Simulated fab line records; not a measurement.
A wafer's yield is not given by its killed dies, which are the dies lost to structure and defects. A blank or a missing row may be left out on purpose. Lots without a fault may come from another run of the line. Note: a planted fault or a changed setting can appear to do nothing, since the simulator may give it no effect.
fab line records    flow sfq_line
record lots=14  wafers=42  last_day=84
route steps=325 shown L0@14 I0@43 M1@70
lots with no fault: from the same line, run without faults
start_h: hours from the record's first day to the start of the lot's first wafer shown    wait_h: hours from the lot's prior step to this one    " as in the row above    L1.1+2: several wafers, shown together as one row    - no value present, or no start provided    * or withheld: withheld    < > ~ a bound
route shown NAME@n: names a module that has steps shown in the file, with the first one's number in the route    usual: the fault-free wafers' mean and standard deviation    same: alike in all rows    chamber/n: place in a boat    sites: readings site by site    _std_site: the values' standard deviation    _edge_site: the outer-site mean with the inner-site mean subtracted    radius_mm: how far each site lies from the wafer's centre    mask NAME#n: copy n    behind: the last tool/chamber to shape the wafer    hold: reason for holding the lot/hours on hold/outcome of the hold    device: the n, p or np transistor that did not switch    end of line: tests run on the same wafers once the route is complete    for a step that has no rows: nothing shown but its recipe    killed: count of dies lost to structure and defects at first sort (not the wafer's yield)    map: dies across one wafer; x = killed, . = not, _ = none there
set.NAME: the setting the step ran with; set.NAME@STEP: the setting that earlier step ran with    model.NAME: the simulator's own value behind a step, which no gauge read
a sample of lots followed through the steps of the route, with each step as a table and each wafer as a row
services: a tool's chamber out of use, with start hour (start_h, from the record's first day; less than 0 if before it), hours out, and reason
## steps
# step SFQ_TRILAYER_L0_STRIP_STRIP_009
# recipe gas=O2  power_w=200  platen_temp_c=40  overash_fraction=0.65  chemistry=O2  pressure_mtorr=50
# usual drypump_motor_current_A=5.9/0.39  oes_product_au=1.001/0.0086
lot.wafer  tool          chamber  start_h  wait_h  drypump_motor_current_A  oes_product_au  rf_hours_counter_h
L243.2     rie_metal-02  0        97.69    0.0     5.6                      1.015           122
L243.4     "             0        "        "       5.6                      1.012           -
L243.5     "             1        "        "       6.5                      0.996           -
L245.3     rie_metal-02  1        106.29   0.2     6.5                      0.996           -
L245.5     "             1        "        "       6.5                      1.003           -
L245.6     "             0        "        "       5.6                      1.011           -
L246.2     rie_metal-03  1        113.29   0.0     6.1                      1.002           135
L246.4     "             0        "        "       5.6                      1.008           -
L246.6     "             1        "        "       6.1                      1.001           -
L247.2     rie_metal-03  1        119.29   0.0     6.1                      1.014           136
L247.3     "             1        "        "       6.1                      0.996           -
L247.4     "             0        "        "       5.6                      1.009           -
L248.1     rie_metal-03  0        127.70   0.0     5.6                      0.999           193
L248.2     "             1        "        "       6.1                      1.004           137
L248.3     "             0        "        "       5.6                      1.006           -
L250.2     rie_metal-03  1        132.50   0.0     6.1                      1.002           138
L250.3     "             1        "        "       6.1                      1.007           -
L250.5     "             0        "        "       5.6                      0.999           -
L251.2     rie_metal-03  0        137.30   0.0     5.6                      1.002           195
L251.4     "             1        "        "       6.1                      1.006           -
L251.6     "             0        "        "       5.6                      1.003           -
L252.1     rie_metal-04  1        144.50   0.0     5.3                      1.002           94
L252.3     "             1        "        "       5.3                      1.009           -
L252.6     "             1        "        "       5.3                      1.006           -
L253.1     rie_metal-04  1        151.50   0.0     5.3                      1.005           95
L253.2     "             0        "        "       5.9                      0.990           164
L253.4     "             0        "        "       5.9                      0.993           -
L255.2     rie_metal-03  1        161.10   0.0     6.1                      1.006           143
L255.3     "             1        "        "       6.1                      0.995           -
L255.4     "             0        "        "       5.6                      0.999           -
L256.3     rie_metal-02  0        167.30   0.2     5.6                      0.999           -
L256.4     "             1        "        "       6.5                      0.981           -
L256.5     "             1        "        "       6.5                      0.994           -
L257.2     rie_metal-02  0        173.10   0.0     5.6                      1.008           135
L257.3     "             1        "        "       6.5                      0.986           -
L257.6     "             0        "        "       5.6                      1.001           -
L258.2     rie_metal-04  0        179.10   0.0     5.9                      0.990           169
L258.4     "             1        "        "       5.4                      0.994           -
L258.6     "             0        "        "       5.9                      0.996           -
L259.1     rie_metal-04  0        187.50   0.0     5.9                      0.994           171
L259.2     "             1        "        "       5.4                      1.006           102
L259.5     "             0        "        "       5.9                      0.992           -
# step SFQ_TRILAYER_I0_DEP_PECVD_027
# recipe material=SiO2  temp_c=150  time_s=111.11  pressure_torr=2.4  rf_w=183.3  precursor=SiH4/N2O  target_thk_nm=500
# usual heater_power_w=82/19  throttle_valve_pct=24.2/1.2
lot.wafer  tool      chamber  start_h  wait_h  heater_power_w  throttle_valve_pct
L243.2     pecvd-03  0        295.54   0.0     60              24.2
L243.4     "         0        "        "       62              24.3
L243.5     "         0        "        "       65              24.0
L245.3     pecvd-04  0        307.72   0.0     98              22.3
L245.5     "         1        "        "       77              22.9
L245.6     "         0        "        "       79              22.7
L246.2     pecvd-04  1        317.14   0.0     65              23.1
L246.4     "         0        "        "       94              22.7
L246.6     "         1        "        "       72              23.6
L247.2     pecvd-02  0        323.66   0.0     113             24.6
L247.3     "         2        "        "       43              26.6
L247.4     "         0        "        "       118             24.9
L248.1     pecvd-03  0        334.28   0.0     62              24.2
L248.2     "         1        "        "       84              24.1
L248.3     "         2        "        "       96              23.7
L250.2     pecvd-03  1        341.06   0.0     88              24.5
L250.3     "         2        "        "       100             24.1
L250.5     "         2        "        "       82              23.5
L251.2     pecvd-02  0        343.88   0.0     119             24.5
L251.4     "         1        "        "       103             26.3
L251.6     "         2        "        "       37              26.5
L252.1     pecvd-02  2        352.28   0.0     35              26.5
L252.3     "         0        "        "       105             24.6
L252.6     "         2        "        "       38              26.4
L253.1     pecvd-04  1        363.33   0.0     78              23.5
L253.2     "         0        "        "       87              22.8
L253.4     "         1        "        "       81              23.5
L255.2     pecvd-03  0        389.28   0.0     67              24.4
L255.3     "         1        "        "       84              24.2
L255.4     "         0        "        "       69              24.5
L256.3     pecvd-02  2        408.04   0.0     44              26.4
L256.4     "         1        "        "       105             26.3
L256.5     "         0        "        "       107             24.7
L257.2     pecvd-03  2        419.57   0.0     97              23.8
L257.3     "         0        "        "       57              24.3
L257.6     "         2        "        "       98              23.6
L258.2     pecvd-04  2        428.39   0.0     81              22.9
L258.4     "         2        "        "       84              23.4
L258.6     "         0        "        "       91              22.8
L259.1     pecvd-04  2        436.80   0.0     79              23.2
L259.2     "         1        "        "       81              23.7
L259.5     "         2        "        "       84              23.3
# step SFQ_TRILAYER_I0_VIA_STRIP_STRIP_035
# recipe gas=O2  power_w=200  platen_temp_c=40  overash_fraction=0.65  chemistry=O2  pressure_mtorr=50
# usual drypump_motor_current_A=5.8/0.35  oes_product_au=0.995/0.0078
lot.wafer  tool          chamber  start_h  wait_h  drypump_motor_current_A  oes_product_au  rf_hours_counter_h
L243.2     rie_metal-02  0        434.78   -       5.6                      0.992           0
L243.4     "             0        "        "       5.6                      0.988           -
L243.5     "             1        "        "       6.5                      0.997           -
L245.3     rie_metal-02  0        458.18   -       5.6                      0.982           -
L245.5     "             0        "        "       5.6                      0.988           -
L245.6     "             1        "        "       6.5                      1.000           -
L246.2     rie_metal-01  1        467.58   -       6.0                      0.993           61
L246.4     "             1        "        "       6.0                      0.993           -
L246.6     "             1        "        "       6.0                      0.996           -
L247.2     rie_metal-02  0        474.78   -       5.5                      1.004           4
L247.3     "             0        "        "       5.6                      0.999           -
L247.4     "             1        "        "       6.5                      0.997           -
L248.1     rie_metal-02  1        486.88   -       6.5                      0.994           30
L248.2     "             0        "        "       5.6                      1.010           6
L248.3     "             0        "        "       5.6                      1.012           -
L250.2     rie_metal-04  0        494.08   -       5.9                      0.991           23
L250.3     "             1        "        "       5.3                      0.982           -
L250.5     "             1        "        "       5.4                      0.984           -
L251.2     rie_metal-04  1        498.88   -       5.4                      0.991           141
L251.4     "             0        "        "       5.9                      1.004           -
L251.6     "             0        "        "       5.9                      0.993           -
L252.1     rie_metal-04  0        508.48   -       5.9                      0.995           24
L252.3     "             1        "        "       5.3                      1.001           -
L252.6     "             0        "        "       5.9                      0.994           -
L253.1     rie_metal-01  0        520.28   -       5.7                      0.993           152
L253.2     "             1        "        "       6.0                      0.998           66
L253.4     "             0        "        "       5.7                      0.994           -
L255.2     rie_metal-01  1        549.08   -       5.9                      0.988           70
L255.3     "             0        "        "       5.7                      0.988           -
L255.4     "             1        "        "       6.0                      0.993           -
L256.3     rie_metal-04  1        570.63   -       5.3                      0.984           -
L256.4     "             1        "        "       5.3                      0.994           -
L256.5     "             1        "        "       5.3                      0.994           -
L257.2     rie_metal-04  1        590.63   -       5.3                      0.994           9
L257.3     "             0        "        "       5.9                      0.987           -
L257.6     "             1        "        "       5.3                      1.006           -
L258.2     rie_metal-04  1        593.25   -       5.3                      1.004           9
L258.4     "             0        "        "       5.9                      1.002           -
L258.6     "             0        "        "       5.9                      1.001           -
L259.1     rie_metal-04  0        602.85   -       5.8                      0.998           34
L259.2     "             1        "        "       5.4                      0.991           11
L259.5     "             1        "        "       5.3                      0.998           -
# step SFQ_TRILAYER_M1_ETCH_METAL_ETCH_042
# recipe target=Nb  stop_on=SiO2  mask_material=PR  chemistry=Cl2/Ar  target_depth_nm=240  icp_w=600  bias_w=80  pressure_mtorr=10  time_s=120
# usual drypump_motor_current_A=5.8/0.38  oes_product_au=0.891/0.0072  run_length_s=148.1/0.45
lot.wafer  tool          chamber  start_h  wait_h  drypump_motor_current_A  oes_product_au  rf_hours_counter_h  run_length_s
L243.2     rie_metal-03  1        599.15   0.0     6.1                      0.893           29                  148.1
L243.4     "             1        "        "       6.1                      0.875           -                   147.8
L243.5     "             1        "        "       6.1                      0.874           -                   147.9
L245.3     rie_metal-03  1        614.79   0.1     6.2                      0.894           -                   148.2
L245.5     "             0        "        "       5.6                      0.904           -                   147.4
L245.6     "             1        "        "       6.1                      0.890           -                   148.3
L246.2     rie_metal-02  1        623.15   0.0     6.5                      0.891           47                  147.6
L246.4     "             1        "        "       6.5                      0.895           -                   148.1
L246.6     "             0        "        "       5.6                      0.907           -                   148.3
L247.2     rie_metal-04  0        626.75   0.0     5.9                      0.890           36                  149.4
L247.3     "             0        "        "       5.9                      0.894           -                   148.8
L247.4     "             1        "        "       5.4                      0.892           -                   147.9
L248.1     rie_metal-02  1        636.35   0.0     6.5                      0.880           48                  148.0
L248.2     "             0        "        "       5.6                      0.884           23                  148.4
L248.3     "             1        "        "       6.4                      0.873           -                   147.7
L250.2     rie_metal-02  1        642.35   0.0     6.5                      0.897           49                  147.6
L250.3     "             1        "        "       6.5                      0.883           -                   148.0
L250.5     "             1        "        "       6.5                      0.885           -                   147.8
L251.2     rie_metal-04  1        648.48   0.0     5.4                      0.897           15                  147.9
L251.4     "             0        "        "       5.9                      0.896           -                   148.6
L251.6     "             1        "        "       5.4                      0.894           -                   148.0
L252.1     rie_metal-04  1        653.28   0.0     5.4                      0.878           16                  148.1
L252.3     "             0        "        "       5.9                      0.898           -                   149.0
L252.6     "             1        "        "       5.4                      0.886           -                   148.0
L253.1     rie_metal-02  0        662.68   0.0     5.6                      0.893           28                  148.0
L253.2     "             1        "        "       6.5                      0.893           52                  147.8
L253.4     "             1        "        "       6.5                      0.887           -                   147.7
L255.2     rie_metal-04  0        685.48   0.0     5.9                      0.896           45                  149.0
L255.3     "             1        "        "       5.3                      0.889           -                   148.0
L255.4     "             0        "        "       5.9                      0.905           -                   148.6
L256.3     rie_metal-02  0        704.57   0.1     5.6                      0.894           -                   148.0
L256.4     "             1        "        "       6.5                      0.896           -                   147.6
L256.5     "             0        "        "       5.6                      0.897           -                   148.4
L257.2     rie_metal-02  0        716.85   0.0     5.6                      0.893           36                  148.1
L257.3     "             1        "        "       6.5                      0.836           -                   163.9
L257.6     "             0        "        "       5.6                      0.889           -                   148.1
L258.2     rie_metal-04  0        718.05   0.0     5.9                      0.906           51                  148.7
L258.4     "             0        "        "       5.9                      0.902           -                   149.2
L258.6     "             1        "        "       5.3                      0.903           -                   147.9
L259.1     rie_metal-02  0        726.45   0.0     5.6                      0.886           37                  148.2
L259.2     "             1        "        "       6.5                      0.825           62                  164.5
L259.5     "             0        "        "       5.6                      0.893           -                   148.3
## services
tool          chamber  start_h  hours  kind
rie_metal-03  -        130.66   1.0    repair
pecvd-03      -        132.36   2.8    pm
rie_metal-03  -        150.23   5.7    repair
pecvd-04      -        174.09   6.0    pm
pecvd-04      -        194.25   14.0   pm
rie_metal-04  0        202.08   7.5    repair
pecvd-04      -        208.25   2.8    pm
rie_metal-02  0        266.03   14.2   repair
rie_metal-02  -        272.10   0.8    repair
rie_metal-03  -        283.13   0.6    repair
pecvd-03      0        284.56   4.9    repair
pecvd-03      2        284.61   18.5   repair
rie_metal-02  -        301.08   4.3    pm
pecvd-04      2        351.63   4.2    repair
rie_metal-02  -        361.29   0.2    repair
pecvd-03      1        367.58   5.8    repair
pecvd-03      1        396.65   3.4    repair
rie_metal-04  0        457.82   6.0    repair
rie_metal-04  1        458.97   20.1   repair
rie_metal-04  0        543.92   37.1   repair
rie_metal-03  -        544.05   1.4    repair
rie_metal-03  -        628.69   0.4    repair
rie_metal-03  1        659.17   1.6    repair
rie_metal-03  0        688.31   6.8    repair
## key
first_sign step=SFQ_TRILAYER_M1_ETCH_METAL_ETCH_042  reading=run_length_s  direction=up  sigmas=36  usual=*  struck=*
effect step=SFQ_TRILAYER_M1_ETCH_METAL_ETCH_042  reading=oes_product_au  direction=down  sigmas=8.4  usual=0.891  struck=0.830
met_at SFQ_TRILAYER_M1_ETCH_METAL_ETCH_042
struck_lots L257,L259
struck_wafers L257.3,L259.2
not_acting_at SFQ_TRILAYER_L0_STRIP_STRIP_009,SFQ_TRILAYER_I0_DEP_PECVD_027,SFQ_TRILAYER_I0_VIA_STRIP_STRIP_035
onset_between 704.57 716.85
fault kind=process_parameter_drift  tool=rie_metal-02  chamber=1  onset_h=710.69  steps=SFQ_TRILAYER_M1_ETCH_METAL_ETCH_042  channel=time_s  offset=*  shape=step  end_h=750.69  acts_in=*  stated=*
